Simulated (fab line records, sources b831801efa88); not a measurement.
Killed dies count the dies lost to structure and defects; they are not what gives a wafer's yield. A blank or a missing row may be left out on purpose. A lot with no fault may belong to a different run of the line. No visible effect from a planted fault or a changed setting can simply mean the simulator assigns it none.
fab line records	flow sky130
record: lots: 5	wafers: 15	last-day: 48
route steps=708 shown VIA4@649 METAL5@661
lots with no fault: from the same line, run without faults
start-h: hours from the record's opening day to when the first of the lot's shown wafers began	wait-h: hours from the lot's prior step to this one	" same as the row above	L1.1+2: one row covering several wafers at once	- no value, or no start given	* or withheld: withheld	< > ~ a bound
route shown NAME@n: a module of which the file shows steps, and the number in the route of the first	usual: the fault-free wafers' mean and standard deviation	same: alike in all rows	chamber/n: place in a boat	sites: the reading at each site	_std_site: standard deviation of those values	_edge_site: inner sites' mean taken away from outer sites' mean	radius-mm: how far each site lies from the wafer's centre	mask NAME#n: copy n	behind: the most recent tool/chamber to have shaped the wafer	hold: reason for holding the lot/hours on hold/outcome of the hold	device: the transistor (n, p or np) that didn't switch	end of line: tests run on the same wafers once the route is complete	a step without rows: its recipe alone	killed: at the first sort, the dies lost to defects and structure; wafer yield is something else	map: shows each die of a wafer: x if killed, . if not, _ if none is there
set.NAME: the run value of the setting; set.NAME@STEP: its run value at that earlier step	model.NAME: the simulator's own value behind a step, which no gauge read
certain route steps with their lots: each step a table, each wafer a row
services: from which hour (start-h, from the record's first day; less than 0 if before it) a tool's chamber was out of use, for how many hours, and why
== steps ==
step: SKY_VIA4_DEVELOP_10
recipe: resist: NOVOLAK	developer: TMAH	develop-time-s: 60	dev-temp-c: 23
lot.wafer	tool	chamber	start-h	wait-h
L076.2+3+5	litho-track-03	0	1024.75	0.1
L077.1+2+6	litho-track-01	0	1044.50	0.1
L080.2+5+6	litho-track-01	0	1048.03	0.1
L083.1+2+3	litho-track-01	0	1064.75	0.1
L087.1+3+6	litho-track-04	0	1078.07	0.1
step: SKY_VIA4_OVL_MEAS_11
usual: VIA4_OVL: 0.9/1.6
lot.wafer	tool	chamber	start-h	wait-h	VIA4_OVL[nm]
L076.2	overlay-01	-	1024.88	0.1	0.9
L076.3	"	-	"	"	1.7
L076.5	"	-	"	"	0.7
L077.1	overlay-01	-	1044.65	0.1	0.5
L077.2	"	-	"	"	-1.9
L077.6	"	-	"	"	-0.6
L080.2	overlay-02	-	1048.16	0.1	0.0
L080.5	"	-	"	"	-0.9
L080.6	"	-	"	"	-1.3
L083.1	overlay-01	-	1064.90	0.1	2.5
L083.2	"	-	"	"	0.4
L083.3	"	-	"	"	4.7
L087.1	overlay-01	-	1078.22	0.1	1.3
L087.3	"	-	"	"	1.9
L087.6	"	-	"	"	1.9
step: SKY_VIA4_ETCH_12
recipe: target: SiO2	chemistry: C4F8/O2/Ar	stop-on: TiN	mask-material: NOVOLAK	source-w: 1500	bias-w: 1200	pressure-mtorr: 40	c4f8-flow-sccm: withheld	O2_flow_sccm: 6	Ar_flow_sccm: 300	time-s: withheld	target-depth-a: 5800
usual: oes-product-au: 0.926/0.0041
lot.wafer	tool	chamber	start-h	wait-h	oes-product-au
L076.2	rie-diel-03	2	1024.91	0.0	0.928
L076.3	"	0	"	"	0.927
L076.5	"	1	"	"	0.929
L077.1	rie-diel-02	1	1044.69	0.0	0.923
L077.2	"	3	"	"	0.934
L077.6	"	1	"	"	0.923
L080.2	rie-diel-02	1	1048.19	0.0	0.928
L080.5	"	3	"	"	0.931
L080.6	"	0	"	"	0.925
L083.1	rie-diel-03	0	1064.94	0.0	0.923
L083.2	"	2	"	"	0.927
L083.3	"	3	"	"	0.923
L087.1	rie-diel-03	1	1078.25	0.0	0.927
L087.3	"	3	"	"	0.926
L087.6	"	0	"	"	0.928
step: SKY_VIA4_STRIP_13
recipe: chemistry: O2/N2	power-w: 1400	pressure-mtorr: 1500	platen-temp-c: withheld	o2-flow-sccm: 3000	n2-flow-sccm: 300	overash-fraction: 0.5
usual: drypump-motor-current-A: 5.8/0.59	oes-product-au: 0.710/0.005	strip-time-to-endpoint-s: 12.81/0.031
lot.wafer	tool	chamber	start-h	wait-h	drypump-motor-current-A	oes-product-au	rf-hours-counter-h	strip-time-to-endpoint-s
L076.2	plasma-asher-03	1	1024.98	-	5.8	0.710	27	12.81
L076.3	"	1	"	"	5.8	0.712	-	12.75
L076.5	"	1	"	"	5.8	0.703	-	12.82
L077.1	plasma-asher-03	1	1044.76	-	5.8	0.705	29	12.81
L077.2	"	0	"	"	6.2	0.715	29	12.77
L077.6	"	1	"	"	5.8	0.705	-	12.84
L080.2	plasma-asher-04	0	1048.26	-	6.7	0.711	118	12.78
L080.5	"	0	"	"	6.7	0.713	-	12.77
L080.6	"	1	"	"	5.0	0.711	-	12.81
L083.1	plasma-asher-03	0	1065.01	-	6.1	0.703	31	12.81
L083.2	"	1	"	"	5.8	0.719	31	12.89
L083.3	"	1	"	"	5.8	0.698	-	12.80
L087.1	plasma-asher-04	0	1078.33	-	6.7	0.717	2	12.81
L087.3	"	1	"	"	5.0	0.703	-	12.78
L087.6	"	1	"	"	5.0	0.713	-	12.82
step: SKY_VIA4_STRIP_14
recipe: chemistry: post-etch-residue-remover	time-s: 1200	temp-c: 72.5
usual: bath-guard-temp-C: 72.3/0.41
lot.wafer	tool	chamber	start-h	wait-h	bath-guard-temp-C
L076.2	wet-bench-02	3	1025.08	0.1	72.4
L076.3	"	3	"	"	72.5
L076.5	"	3	"	"	72.3
L077.1	wet-bench-02	2	1044.86	0.1	72.6
L077.2	"	2	"	"	72.8
L077.6	"	2	"	"	72.2
L080.2	wet-bench-02	2	1048.45	0.2	72.4
L080.5	"	2	"	"	72.9
L080.6	"	2	"	"	72.7
L083.1	wet-bench-01	1	1065.18	0.1	72.9
L083.2	"	1	"	"	72.4
L083.3	"	1	"	"	72.9
L087.1	wet-bench-03	0	1078.43	0.1	72.2
L087.3	"	0	"	"	72.0
L087.6	"	0	"	"	72.1
step: SKY_VIA4_CLEAN_15
recipe: chemistry: IPA	time-s: 180	temp-c: 25
lot.wafer	tool	chamber	start-h	wait-h
L076.2+3+5	wet-bench-02	2	1025.76	0.0
L077.1+2+6	wet-bench-03	2	1045.20	0.0
L080.2+5+6	wet-bench-01	0	1048.80	0.0
L083.1+2+3	wet-bench-02	1	1065.61	0.1
L087.1+3+6	wet-bench-01	3	1078.77	0.0
step: SKY_VIA4_CLEAN_16
recipe: chemistry: O3/DIW	dry: n2-spin
lot.wafer	tool	chamber	start-h	wait-h
L076.2+3+5	wet-bench-02	0	1025.88	0.0
L077.1+2+6	wet-bench-01	1	1045.26	0.0
L080.2+5+6	wet-bench-01	2	1048.86	0.0
L083.1+2+3	wet-bench-02	1	1065.67	0.0
L087.1+3+6	wet-bench-03	0	1078.83	0.0
step: SKY_VIA4_SPUTTER_17
recipe: material: TiN	target-thk-nm: 20	chamber-pressure-pa: 5	power-w: 4000	time-s: 80
usual: throttle-valve-pct: 30.0/0.67
lot.wafer	tool	chamber	start-h	wait-h	throttle-valve-pct
L076.2	pvd-sputter-04	-	1026.06	0.0	29.7
L076.3	"	-	"	"	30.2
L076.5	"	-	"	"	30.4
L077.1	pvd-sputter-04	-	1045.36	0.0	29.5
L077.2	"	-	"	"	30.4
L077.6	"	-	"	"	29.5
L080.2	pvd-sputter-04	-	1048.96	0.0	29.7
L080.5	"	-	"	"	29.9
L080.6	"	-	"	"	29.4
L083.1	pvd-sputter-04	-	1065.77	0.0	30.3
L083.2	"	-	"	"	30.1
L083.3	"	-	"	"	29.4
L087.1	pvd-sputter-01	-	1078.92	0.0	30.9
L087.3	"	-	"	"	30.2
L087.6	"	-	"	"	30.2
step: SKY_VIA4_CVD_18
recipe: material: W	target-thk-nm: 505	time-s: 152.14	temp-c: 400	pressure-torr: 40
usual: heater-power-outer-w: 573/67	heater-power-w: 911/93
lot.wafer	tool	chamber	start-h	wait-h	heater-power-outer-w	heater-power-w
L076.2	cvd-w-02	1	1026.12	0.0	661	1026
L076.3	"	0	"	"	567	890
L076.5	"	1	"	"	671	1055
L077.1	cvd-w-01	1	1045.42	0.0	526	861
L077.2	"	0	"	"	494	772
L077.6	"	1	"	"	526	861
L080.2	cvd-w-02	0	1049.02	0.0	557	888
L080.5	"	0	"	"	574	893
L080.6	"	1	"	"	654	1046
L083.1	cvd-w-01	1	1065.83	0.0	517	873
L083.2	"	0	"	"	473	772
L083.3	"	0	"	"	492	771
L087.1	cvd-w-02	0	1078.98	0.0	571	870
L087.3	"	0	"	"	576	890
L087.6	"	0	"	"	573	898
step: SKY_VIA4_RS_MEAS_19
recipe: thk-meas-gauge: four-point-probe	reads: W_of_VIA4_CVD_18+TiN_of_VIA4_SPUTTER_17
usual: VIA4_W_RS: 0.228/0.0033
lot.wafer	tool	chamber	start-h	wait-h	VIA4_W_RS[ohm/sq]
L076.2	film-metro-01	-	1026.30	0.1	0.229
L076.3	"	-	"	"	0.225
L076.5	"	-	"	"	0.231
L077.1	film-metro-02	-	1045.57	0.1	0.228
L077.2	"	-	"	"	0.226
L077.6	"	-	"	"	0.228
L080.2	film-metro-02	-	1049.19	0.1	0.225
L080.5	"	-	"	"	0.227
L080.6	"	-	"	"	0.231
L083.1	film-metro-01	-	1065.98	0.1	0.230
L083.2	"	-	"	"	0.227
L083.3	"	-	"	"	0.228
L087.1	film-metro-02	-	1079.14	0.1	0.225
L087.3	"	-	"	"	0.225
L087.6	"	-	"	"	0.225
step: SKY_VIA4_THK_MEAS_20
recipe: thk-meas-gauge: xrf	reads: W_of_VIA4_CVD_18
usual: VIA4_W_THK: 504/7.7
lot.wafer	tool	chamber	start-h	wait-h	VIA4_W_THK[nm]
L076.2	film-metro-01	-	1026.41	0.1	500
L076.3	"	-	"	"	508
L076.5	"	-	"	"	494
L077.1	film-metro-02	-	1045.69	0.1	504
L077.2	"	-	"	"	509
L077.6	"	-	"	"	503
L080.2	film-metro-02	-	1049.30	0.1	512
L080.5	"	-	"	"	506
L080.6	"	-	"	"	501
L083.1	film-metro-01	-	1066.10	0.1	498
L083.2	"	-	"	"	504
L083.3	"	-	"	"	499
L087.1	film-metro-02	-	1079.26	0.1	509
L087.3	"	-	"	"	509
L087.6	"	-	"	"	509
step: SKY_VIA4_CMP_21
recipe: stop-on: SiO2	t-overpolish-s: 25	down-force-psi: 3.5	platen-rpm: 60	target-thk-nm: 0	pad-velocity-m-s: 0.94248
usual: motor-current-A: 10.9/1.2	overpolish-run-s: 24.999/0.01	time-to-endpoint-s: 123/5.6
lot.wafer	tool	chamber	start-h	wait-h	motor-current-A	overpolish-run-s	time-to-endpoint-s
L076.3	cmp-01	3	1026.51	0.1	10.1	25.008	120
L076.2	"	1	"	"	10.6	24.993	127
L076.5	"	2	"	"	12.1	24.981	115
L077.1	cmp-02	2	1046.78	1.1	11.0	25.001	128
L077.2	"	3	"	"	10.3	25.006	118
L077.6	"	2	"	"	10.8	25.011	130
L080.2	cmp-01	3	1049.54	0.2	10.0	25.006	116
L080.6	"	0	"	"	12.7	25.008	121
L080.5	"	1	"	"	11.0	24.979	127
L083.1	cmp-01	0	1066.36	0.2	12.7	24.989	131
L083.3	"	1	"	"	9.9	24.976	130
L083.2	"	3	"	"	10.3	25.005	121
L087.1	cmp-01	2	1079.39	0.1	12.9	25.004	117
L087.3	"	0	"	"	12.9	24.992	120
L087.6	"	1	"	"	10.9	25.001	123
step: SKY_METAL5_SPUTTER_00
recipe: material: Ti	target-thk-nm: 15	power-w: 3000	time-s: 10	chamber-pressure-pa: 0.4
usual: throttle-valve-pct: 29.8/0.9
lot.wafer	tool	chamber	start-h	wait-h	throttle-valve-pct
L076.2	pvd-sputter-04	-	1026.76	0.1	29.1
L076.3	"	-	"	"	29.9
L076.5	"	-	"	"	30.1
L077.1	pvd-sputter-02	-	1047.03	0.2	29.3
L077.2	"	-	"	"	31.3
L077.6	"	-	"	"	29.1
L080.2	pvd-sputter-03	-	1049.69	0.1	30.1
L080.5	"	-	"	"	31.3
L080.6	"	-	"	"	30.6
L083.1	pvd-sputter-04	-	1066.66	0.2	29.6
L083.2	"	-	"	"	29.9
L083.3	"	-	"	"	30.2
L087.1	pvd-sputter-02	-	1079.64	0.2	31.8
L087.3	"	-	"	"	28.3
L087.6	"	-	"	"	28.7
step: SKY_METAL5_SPUTTER_01
recipe: material: TiN	target-thk-nm: 20	power-w: 6500	time-s: 16.7	chamber-pressure-pa: 0.4
usual: throttle-valve-pct: 29.8/0.9
lot.wafer	tool	chamber	start-h	wait-h	throttle-valve-pct
L076.2	pvd-sputter-04	-	1026.78	0.0	29.5
L076.3	"	-	"	"	29.9
L076.5	"	-	"	"	29.7
L077.1	pvd-sputter-02	-	1047.06	0.0	29.4
L077.2	"	-	"	"	31.6
L077.6	"	-	"	"	29.3
L080.2	pvd-sputter-03	-	1049.71	0.0	29.9
L080.5	"	-	"	"	31.5
L080.6	"	-	"	"	30.5
L083.1	pvd-sputter-04	-	1066.68	0.0	29.5
L083.2	"	-	"	"	29.9
L083.3	"	-	"	"	30.6
L087.1	pvd-sputter-02	-	1079.67	0.0	31.3
L087.3	"	-	"	"	28.4
L087.6	"	-	"	"	28.6
step: SKY_METAL5_SPUTTER_02
recipe: material: AlCu	target-thk-nm: 1150	power-w: 10600	time-s: 61.2	chamber-pressure-pa: 0.4
usual: throttle-valve-pct: 29.8/0.89
lot.wafer	tool	chamber	start-h	wait-h	throttle-valve-pct
L076.2	pvd-sputter-04	-	1026.80	0.0	29.3
L076.3	"	-	"	"	29.7
L076.5	"	-	"	"	29.9
L077.1	pvd-sputter-02	-	1047.08	0.0	29.2
L077.2	"	-	"	"	31.3
L077.6	"	-	"	"	29.1
L080.2	pvd-sputter-03	-	1049.74	0.0	30.2
L080.5	"	-	"	"	31.5
L080.6	"	-	"	"	30.6
L083.1	pvd-sputter-04	-	1066.71	0.0	29.4
L083.2	"	-	"	"	29.7
L083.3	"	-	"	"	30.3
L087.1	pvd-sputter-02	-	1079.69	0.0	31.5
L087.3	"	-	"	"	28.2
L087.6	"	-	"	"	28.4
step: SKY_METAL5_SPUTTER_03
recipe: material: Ti	target-thk-nm: 5	power-w: 3000	time-s: 3.3	chamber-pressure-pa: 0.4
usual: throttle-valve-pct: 29.8/0.89
lot.wafer	tool	chamber	start-h	wait-h	throttle-valve-pct
L076.2	pvd-sputter-04	-	1026.86	0.0	29.3
L076.3	"	-	"	"	29.7
L076.5	"	-	"	"	29.8
L077.1	pvd-sputter-02	-	1047.13	0.0	29.6
L077.2	"	-	"	"	31.2
L077.6	"	-	"	"	29.2
L080.2	pvd-sputter-03	-	1049.79	0.0	30.4
L080.5	"	-	"	"	31.3
L080.6	"	-	"	"	30.8
L083.1	pvd-sputter-04	-	1066.76	0.0	29.5
L083.2	"	-	"	"	29.8
L083.3	"	-	"	"	30.4
L087.1	pvd-sputter-02	-	1079.74	0.0	31.4
L087.3	"	-	"	"	28.7
L087.6	"	-	"	"	28.4
step: SKY_METAL5_SPUTTER_04
recipe: material: TiN	target-thk-nm: 70	power-w: 6500	time-s: 58.3	chamber-pressure-pa: 0.4
usual: throttle-valve-pct: 29.8/0.88
lot.wafer	tool	chamber	start-h	wait-h	throttle-valve-pct
L076.2	pvd-sputter-04	-	1026.87	0.0	29.3
L076.3	"	-	"	"	29.5
L076.5	"	-	"	"	30.0
L077.1	pvd-sputter-02	-	1047.15	0.0	29.2
L077.2	"	-	"	"	31.5
L077.6	"	-	"	"	29.1
L080.2	pvd-sputter-03	-	1049.80	0.0	29.8
L080.5	"	-	"	"	31.3
L080.6	"	-	"	"	30.7
L083.1	pvd-sputter-04	-	1066.78	0.0	29.4
L083.2	"	-	"	"	30.0
L083.3	"	-	"	"	30.3
L087.1	pvd-sputter-02	-	1079.76	0.0	31.6
L087.3	"	-	"	"	28.5
L087.6	"	-	"	"	28.2
step: SKY_METAL5_RS_MEAS_05
recipe: thk-meas-gauge: four-point-probe	reads: TiN_of_METAL5_SPUTTER_04+Ti_of_METAL5_SPUTTER_03+AlCu_of_METAL5_SPUTTER_02+TiN_of_METAL5_SPUTTER_01+Ti_of_METAL5_SPUTTER_00
usual: METAL5_ALCU_RS: 0.0271/0.00034
lot.wafer	tool	chamber	start-h	wait-h	METAL5_ALCU_RS[ohm/sq]
L076.2	film-metro-03	-	1026.94	0.0	0.0273
L076.3	"	-	"	"	0.0274
L076.5	"	-	"	"	0.0277
L077.1	film-metro-02	-	1047.20	0.0	0.0274
L077.2	"	-	"	"	0.0276
L077.6	"	-	"	"	0.0275
L080.2	film-metro-02	-	1049.87	0.0	0.0270
L080.5	"	-	"	"	0.0270
L080.6	"	-	"	"	0.0271
L083.1	film-metro-02	-	1066.83	0.0	0.0272
L083.2	"	-	"	"	0.0270
L083.3	"	-	"	"	0.0269
L087.1	film-metro-03	-	1079.81	0.0	0.0268
L087.3	"	-	"	"	0.0270
L087.6	"	-	"	"	0.0269
step: SKY_METAL5_THK_MEAS_06
recipe: thk-meas-gauge: xrf	reads: AlCu_of_METAL5_SPUTTER_02
usual: METAL5_ALCU_THK: 1125/13
lot.wafer	tool	chamber	start-h	wait-h	METAL5_ALCU_THK[nm]
L076.2	film-metro-03	-	1027.05	0.1	1119
L076.3	"	-	"	"	1113
L076.5	"	-	"	"	1102
L077.1	film-metro-02	-	1047.32	0.1	1108
L077.2	"	-	"	"	1105
L077.6	"	-	"	"	1100
L080.2	film-metro-02	-	1049.98	0.1	1124
L080.5	"	-	"	"	1124
L080.6	"	-	"	"	1125
L083.1	film-metro-02	-	1066.95	0.1	1124
L083.2	"	-	"	"	1128
L083.3	"	-	"	"	1138
L087.1	film-metro-03	-	1079.93	0.1	1137
L087.3	"	-	"	"	1136
L087.6	"	-	"	"	1135
step: SKY_METAL5_DEHYDRATE_07
recipe: temp-c: 200	time-s: 60
lot.wafer	tool	chamber	start-h	wait-h
L076.2+3+5	litho-track-02	0	1038.15	11.1
L077.1+2+6	litho-track-02	0	1057.42	10.1
L080.2+5+6	litho-track-03	0	1061.65	11.7
L083.1+2+3	litho-track-01	0	1075.35	8.4
L087.1+3+6	litho-track-01	0	1089.80	9.9
step: SKY_METAL5_HMDS_08
recipe: prime-time-s: 60	prime-temp-c: 120
lot.wafer	tool	chamber	start-h	wait-h
L076.2+3+5	litho-track-02	0	1038.30	0.1
L077.1+2+6	litho-track-02	0	1057.57	0.1
L080.2+5+6	litho-track-03	0	1061.80	0.1
L083.1+2+3	litho-track-01	0	1075.50	0.1
L087.1+3+6	litho-track-01	0	1089.95	0.1
step: SKY_METAL5_COAT_09
recipe: resist: NOVOLAK	spin-rpm: 3000	resist-thk-nm: 1800
usual: spin-speed-rpm: 3000.1/1.6
lot.wafer	tool	chamber	start-h	wait-h	spin-speed-rpm
L076.2	litho-track-02	0	1038.45	0.1	2999.2
L076.3	"	0	"	"	3002.5
L076.5	"	0	"	"	2998.6
L077.1	litho-track-02	0	1057.72	0.1	2999.7
L077.2	"	0	"	"	3000.6
L077.6	"	0	"	"	2998.3
L080.2	litho-track-03	0	1061.95	0.1	3000.1
L080.5	"	0	"	"	2999.3
L080.6	"	0	"	"	2999.0
L083.1	litho-track-01	0	1075.65	0.1	3002.8
L083.2	"	0	"	"	3002.1
L083.3	"	0	"	"	3004.0
L087.1	litho-track-01	0	1090.10	0.1	2997.3
L087.3	"	0	"	"	2999.6
L087.6	"	0	"	"	2998.6
step: SKY_METAL5_SOFTBAKE_10
recipe: temp-c: 90	time-s: 60	resist: NOVOLAK
lot.wafer	tool	chamber	start-h	wait-h
L076.2+3+5	litho-track-02	0	1038.60	0.1
L077.1+2+6	litho-track-02	0	1057.87	0.1
L080.2+5+6	litho-track-03	0	1062.10	0.1
L083.1+2+3	litho-track-01	0	1075.80	0.1
L087.1+3+6	litho-track-01	0	1090.25	0.1
step: SKY_METAL5_EXPOSE_11
recipe: mask-id: MM5	na: 0.6	source-shape: conventional	sigma-outer: 0.6	polarization: unpolarized	target-cd-nm: 1600	dose-mj: 190
usual: stage-vel-mm-s: 500.03/0.28
lot.wafer	tool	chamber	start-h	wait-h	mask	stage-vel-mm-s
L076.2	iline-stepper-02	0	-	-	MM5#0	499.77
L076.3	"	0	"	"	MM5#0	500.22
L076.5	"	0	"	"	MM5#0	500.21
L077.1	iline-stepper-01	0	-	-	MM5#0	500.37
L077.2	"	0	"	"	MM5#0	500.29
L077.6	"	0	"	"	MM5#0	499.94
L080.2	iline-stepper-02	0	-	-	MM5#0	500.38
L080.5	"	0	"	"	MM5#0	500.11
L080.6	"	0	"	"	MM5#0	500.12
L083.1	iline-stepper-02	0	-	-	MM5#0	499.66
L083.2	"	0	"	"	MM5#0	500.35
L083.3	"	0	"	"	MM5#0	500.09
L087.1	iline-stepper-01	0	-	-	MM5#0	500.37
L087.3	"	0	"	"	MM5#0	500.05
L087.6	"	0	"	"	MM5#0	500.00
step: SKY_METAL5_PEB_12
recipe: temp-c: withheld	time-s: *	resist: NOVOLAK
lot.wafer	tool	chamber	start-h	wait-h
L076.2+3+5	litho-track-02	0	-	-
L077.1+2+6	litho-track-01	0	-	-
L080.2+5+6	litho-track-01	0	-	-
L083.1+2+3	litho-track-01	0	-	-
L087.1+3+6	litho-track-01	0	-	-
== services ==
tool	chamber	start-h	hours	kind
iline-stepper-01	0	1006.75	-	calibration
wet-bench-03	-	1006.93	1.9	pm
cmp-02	-	1007.42	3.6	repair
rie-diel-02	-	1019.62	0.9	repair
cmp-01	-	1019.92	0.7	repair
cmp-02	-	1031.35	0.3	repair
plasma-asher-04	-	1036.24	4.3	repair
cmp-02	-	1040.95	0.4	repair
pvd-sputter-01	-	1054.43	6.4	repair
plasma-asher-04	-	1055.25	9.0	pm
plasma-asher-04	0	1055.25	9.0	vent-cycle
plasma-asher-04	1	1055.25	9.0	vent-cycle
plasma-asher-04	0	1064.25	-	clean
cmp-02	-	1078.12	5.4	pm
rie-diel-03	2	1080.78	37.5	repair
pvd-sputter-04	-	1081.75	3.7	repair
pvd-sputter-03	-	1083.56	9.5	repair
iline-stepper-02	-	1084.56	8.9	pm
plasma-asher-04	-	1086.36	1.0	repair
pvd-sputter-02	-	1087.59	7.1	repair
cmp-01	-	1088.47	4.0	pm
cmp-01	-	1092.47	-	consumable-replace:conditioner
cmp-01	-	1092.47	-	consumable-replace:pad
iline-stepper-01	-	1093.45	1.7	pm
== key ==
fault none
